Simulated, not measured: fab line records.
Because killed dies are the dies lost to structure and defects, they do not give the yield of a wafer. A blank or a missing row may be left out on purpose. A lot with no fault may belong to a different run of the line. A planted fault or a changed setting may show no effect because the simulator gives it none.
Which tool is to blame? / flow gf180mcu / 18 wafers from 6 lots sampled at 5 of the route's 602 steps

## WHAT THE GAUGES READ, wafer by wafer
GF_M2_RS_MEAS_05: the measuring method here is four-point-probe.
lot=L699; measured=day 18 15:41; on=film_metro-01; M2_ALCU_RS (ohm/sq)=0.0690 0.0695 0.0702
lot=L702; measured=day 20 03:20; on=film_metro-04; M2_ALCU_RS (ohm/sq)=7.2565 7.2261 7.2591 7.2394 7.2227 7.2579
lot=L704; measured=day 20 19:36; on=film_metro-03; M2_ALCU_RS (ohm/sq)=0.0698 0.0701 0.0686
lot=L717; measured=day 24 16:57; on=film_metro-01; M2_ALCU_RS (ohm/sq)=0.0684 0.0687 0.0683
lot=L719; measured=day 25 14:29; on=film_metro-01; M2_ALCU_RS (ohm/sq)=0.0702 0.0687 0.0691
lot=L721; measured=day 26 01:53; on=film_metro-03; M2_ALCU_RS (ohm/sq)=0.0691 0.0698 0.0697

## TOOL THAT RAN EACH LOT (tool first, then ch and the chambers of the sampled wafers, then the start)
lot=L699; GF_M1_METAL_ETCH_16=rie_metal-01 ch 0,1, day 17 13:07; GF_M1_STRIP_17=plasma_asher-02 ch 0,1, day 17 13:13; GF_V1_SPUTTER_21=pvd_sputter-01, day 18 14:39; GF_M2_SPUTTER_02=pvd_sputter-01, day 18 15:32
lot=L702; GF_M1_METAL_ETCH_16=rie_metal-02 ch 0,1, day 19 00:34; GF_M1_STRIP_17=plasma_asher-04 ch 0,1, day 19 00:40; GF_V1_SPUTTER_21=pvd_sputter-03, day 20 02:17; GF_M2_SPUTTER_02=pvd_sputter-02, day 20 03:14
lot=L704; GF_M1_METAL_ETCH_16=rie_metal-03 ch 0,1, day 19 16:40; GF_M1_STRIP_17=plasma_asher-02 ch 0,1, day 19 16:47; GF_V1_SPUTTER_21=pvd_sputter-04, day 20 18:35; GF_M2_SPUTTER_02=pvd_sputter-01, day 20 19:31
lot=L717; GF_M1_METAL_ETCH_16=rie_metal-03 ch 0,1, day 23 16:15; GF_M1_STRIP_17=plasma_asher-02 ch 0,1, day 23 16:22; GF_V1_SPUTTER_21=pvd_sputter-04, day 24 16:02; GF_M2_SPUTTER_02=pvd_sputter-01, day 24 16:52
lot=L719; GF_M1_METAL_ETCH_16=rie_metal-01 ch 0,1, day 24 13:52; GF_M1_STRIP_17=plasma_asher-02 ch 0,1, day 24 13:58; GF_V1_SPUTTER_21=pvd_sputter-04, day 25 13:34; GF_M2_SPUTTER_02=pvd_sputter-01, day 25 14:23
lot=L721; GF_M1_METAL_ETCH_16=rie_metal-03 ch 1, day 25 02:03; GF_M1_STRIP_17=plasma_asher-04 ch 0,1, day 25 02:10; GF_V1_SPUTTER_21=pvd_sputter-04, day 26 00:56; GF_M2_SPUTTER_02=pvd_sputter-03, day 26 01:46
- GF_M1_METAL_ETCH_16: etches the open film in Cl2/BCl3, stops on SiO2, target depth 627.5 nm, time 104.6 s.
- GF_M1_STRIP_17: strips in O2/N2.
- GF_V1_SPUTTER_21: material Ti, target thk 15 nm, time 80.02 s.
- GF_M2_SPUTTER_02: material AlCu, target thk 450 nm, time 23.9 s.

## THE ANSWER, worked out from the rows above alone
Rule: usual is defined by the lots themselves. The widest of any qualifying gaps counts: lots, ordered by their means at a reading, are off when they make up no more than a third of the lots, leave a main group of 4 or more, and stand apart from it by 3 or more times the standard deviation of that group's means. The tables above print the reading to a certain number of digits; a main group whose means all agree to those digits is not used. A lot without any number at a reading at which 4 lots or more have one is off too. Where the step has rows for the other lots, those lots are counted as sound.
Off: at GF_M2_RS_MEAS_05 (M2_ALCU_RS), L702. Main group: mean 0.0693 ohm/sq, sd 0.00041.
A tool fits if, at a process step before that reading, it ran every lot that is off, and no sound lot after the first of them. Gauges at GF_M2_RS_MEAS_05: tried the same way as those tools. Can't be told from this: 4 tools fit, rie_metal-02 at GF_M1_METAL_ETCH_16, pvd_sputter-03 at GF_V1_SPUTTER_21, pvd_sputter-02 at GF_M2_SPUTTER_02, film_metro-04 at GF_M2_RS_MEAS_05.

## WHAT THE SIMULATOR HAD INSERTED
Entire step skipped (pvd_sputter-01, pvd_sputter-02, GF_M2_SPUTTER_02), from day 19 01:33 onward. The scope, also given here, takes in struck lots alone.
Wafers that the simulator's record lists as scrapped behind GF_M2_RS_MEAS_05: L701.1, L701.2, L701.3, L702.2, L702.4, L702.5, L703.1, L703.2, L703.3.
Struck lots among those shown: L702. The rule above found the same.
